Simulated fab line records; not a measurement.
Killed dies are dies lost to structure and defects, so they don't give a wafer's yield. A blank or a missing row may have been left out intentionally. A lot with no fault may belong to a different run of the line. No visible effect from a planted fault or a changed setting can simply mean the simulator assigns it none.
Problem report, 8D (eight disciplines) form, completed by code | flow sky130 | the parts of the form that need people (team, actions taken, sign-off) are left out

## 1. WHAT IS WRONG
Wafers with no fault read 0.855 a.u. with a standard deviation of 0.0049, whereas oesProductAu at SKY_VIA2_ETCH_14 reads a mean of 0.993 a.u. on 1 wafer of 1 lot. Relative to the usual mean, that is a shift of +28 standard deviations.
The step: etches BARC in N2/H2, stops on SiO2, time 45.9 s, target depth 60 nm.
Seen first at day 40 11:47 on rieDiel-03, wafer L927.1. The record has a number at this step for 39 wafers belonging to 13 lots. The rule behind "out" and "out of limits": a value lying over 4 standard deviations away from the usual mean. The other wafers with a number count as sound.

## 2. WHAT IT IS; WHAT IT IS NOT
question                    | is                       | is not
which readings at this step | oesProductAu, runLengthS | drypumpMotorCurrentA, throttleValvePct
which lots                  | L927                     | L913, L914, L915, L916, L917, L919, L920, L921, L922, L923, L924, L925
which wafers of those lots  | L927.1                   | L927.4, L927.5
read on which tools         | rieDiel-03               | rieDiel-02, rieDiel-04
when                        | from day 40 11:47        | up to then (38 sound wafers)

## 3. WHAT RULES OUT EACH SUSPECT
Counting: a tool at a process step up to the reading stays a suspect if it ran every lot that is out. Sound lots after the first of them don't rule it out here, since some wafers of a struck lot are sound.
- rieDiel-03 at SKY_VIA2_ETCH_14 (etches BARC in N2/H2, stops on SiO2, time 45.9 s, target depth 60 nm): kept. It ran the lot that is out, L927 (day 40 11:47); its last sound lot up to then is L925 (day 39 21:29). Out on those wafers are its own readings of oesProductAu, runLengthS.
- In rieDiel-03 at SKY_VIA2_ETCH_14, the wafers that are out were processed in chamber 3 and their sound lot-mates in chambers 0, 2.
After counting, what remains is rieDiel-03 at SKY_VIA2_ETCH_14.

## 4. THE CAUSE (what the simulator had put in)
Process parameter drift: rieDiel-03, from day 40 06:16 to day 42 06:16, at SKY_VIA2_ETCH_14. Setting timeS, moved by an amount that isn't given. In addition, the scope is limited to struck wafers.
The count eliminated every tool but this one.

## 5. THE EFFECT CHAIN, in route order
Each row: a reading where the mean over the struck wafers with a number is more than 3 standard deviations away from the usual. Readings are gone through only where the record gives a usual standard deviation; hours: the median, over the lots, of the time from a lot's start at the first step in this table giving one to that lot's start at this step; sigmas: the change measured in usual standard deviations.
hours | step              | reading              | usual      | on struck wafers | change | sigmas
0     | SKY_VIA2_ETCH_14  | oesProductAu         | 0.855 a.u. | 0.993            | +0.138 | +28
0     | SKY_VIA2_ETCH_14  | runLengthS           | 74.1 s     | 66.3             | -7.8   | -13
0     | SKY_VIA2_STRIP_16 | stripTimeToEndpointS | 4.058 s    | 4.152            | +0.094 | +4.5
Process steps it contains:
- SKY_VIA2_ETCH_14: etches BARC in N2/H2, stops on SiO2, time 45.9 s, target depth 60 nm.
- SKY_VIA2_STRIP_16: strips in O2/N2.

## 6. HOW IT WOULD HAVE BEEN CAUGHT EARLIER
The fault began at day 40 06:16; the first out-of-limits reading in this record came at day 40 11:47, 6 hours later.
